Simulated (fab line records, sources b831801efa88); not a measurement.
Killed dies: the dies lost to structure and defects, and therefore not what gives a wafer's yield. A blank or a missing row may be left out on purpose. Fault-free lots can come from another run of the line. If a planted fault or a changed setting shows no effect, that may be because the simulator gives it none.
Split-lot trial	flow sky130	5 lots, 23 wafers read, on a route of 708 steps

== ON THE SPLIT ==
At SKY_METAL4_METAL_ETCH_18 (etches the open film in Cl2/BCl3, stops on SiO2, target depth 845 nm, time 183.1 s), the setting over etch frac was moved away from the recipe's 0.3 on 7 of the 23 wafers read, by -23.4% to +23.3%. The other wafers ran this setting at the recipe's value.

The split's own step is where the reading is taken.

== THE READING ==
oes product au, in a.u., at SKY_METAL4_METAL_ETCH_18 (etches the open film in Cl2/BCl3, stops on SiO2, target depth 845 nm, time 183.1 s). Fault-free wafers of this fab line usually give 0.866 a.u., standard deviation 0.0054 a.u.

wafer	tool, chamber at the split	over etch frac as run	against the recipe	oes product au, a.u.	against lot-mates on the recipe
L074.1	rie metal-04, 0	0.3228	+7.6%	0.854	-0.010
L074.3	rie metal-04, 0	0.3228	+7.6%	0.857	-0.007
L074.4	rie metal-04, 1	0.3228	+7.6%	0.856	-0.008
L074.5	rie metal-04, 1	0.3	recipe	0.866	-
L074.6	rie metal-04, 0	0.3	recipe	0.862	-
L076.1	rie metal-03, 0	0.3	recipe	0.864	-
L076.2	rie metal-03, 1	0.3	recipe	0.870	-
L076.6	rie metal-03, 0	0.3	recipe	0.866	-
L077.1	rie metal-04, 0	0.3	recipe	0.874	-
L077.3	rie metal-04, 0	0.3	recipe	0.866	-
L077.4	rie metal-04, 1	0.2298	-23.4%	0.893	+0.022
L077.5	rie metal-04, 1	0.3	recipe	0.874	-
L077.6	rie metal-04, 0	0.2298	-23.4%	0.898	+0.027
L081.1	rie metal-01, 0	0.3	recipe	0.871	-
L081.2	rie metal-01, 1	0.37	+23.3%	0.832	-0.035
L081.3	rie metal-01, 1	0.3	recipe	0.869	-
L081.4	rie metal-01, 0	0.37	+23.3%	0.836	-0.031
L081.6	rie metal-01, 1	0.3	recipe	0.861	-
L083.1	rie metal-03, 1	0.3	recipe	0.863	-
L083.2	rie metal-03, 0	0.3	recipe	0.862	-
L083.3	rie metal-03, 1	0.3	recipe	0.869	-
L083.4	rie metal-03, 0	0.3	recipe	0.858	-
L083.6	rie metal-03, 1	0.3	recipe	0.868	-

THE FIT
A straight line over all 23 wafers: oes product au changes by -0.00132 a.u. for each +1% of over etch frac; r = -0.96; the points scatter about the line by 0.0041 a.u.
The same after taking each lot's own level away (the mean of its wafers on the recipe; 23 wafers): -0.00121 a.u. for each +1%; r = -0.96; scatter 0.0038 a.u.
That fit puts the effect of the largest move of over etch frac on the reading at 0.028 a.u.
Measured against the standard deviation above, the lots' own levels, which go from 0.8640 to 0.8713 a.u., span 1.4 times it.
So the lot-to-lot level changes the slope little: the two slopes agree.
Check: +0.0301 a.u. against its lot-mates is what the line predicts for one of the wafers moved furthest among these (-23.4%) when that wafer is left out of the fit. Against them it came out at +0.0217 a.u.
Tool readings at the split's step, against how far the setting was moved: oes product au r = -0.96.

== FURTHER SPLITS ON THESE WAFERS ==
Other splits were also applied to these wafers ahead of the reading. Each is held against what the fit with the lots' levels taken away leaves over:
other split on the same wafers	wafers away from the commonest value	r with oes product au (lot level and that fit taken away)
SKY_VIA2_ETCH_15 bias w	8	-0.20
SKY_CAPM_EXPOSE_09 dose mj	7	+0.01
SKY_METAL3_EXPOSE_10 dose mj	5	-0.28
SKY_METAL3_ETCH_16 time s	7	+0.00
SKY_VIA3_ETCH_15 time s	7	-0.27
SKY_CAP2M_DEVELOP_11 dev temp c	7	+0.16
SKY_METAL4_COAT_07 resist thk nm	7	+0.29

== FILE'S OWN FIT ==
oes product au changes by -0.0012 a.u. for each +1% of over etch frac, r = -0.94.
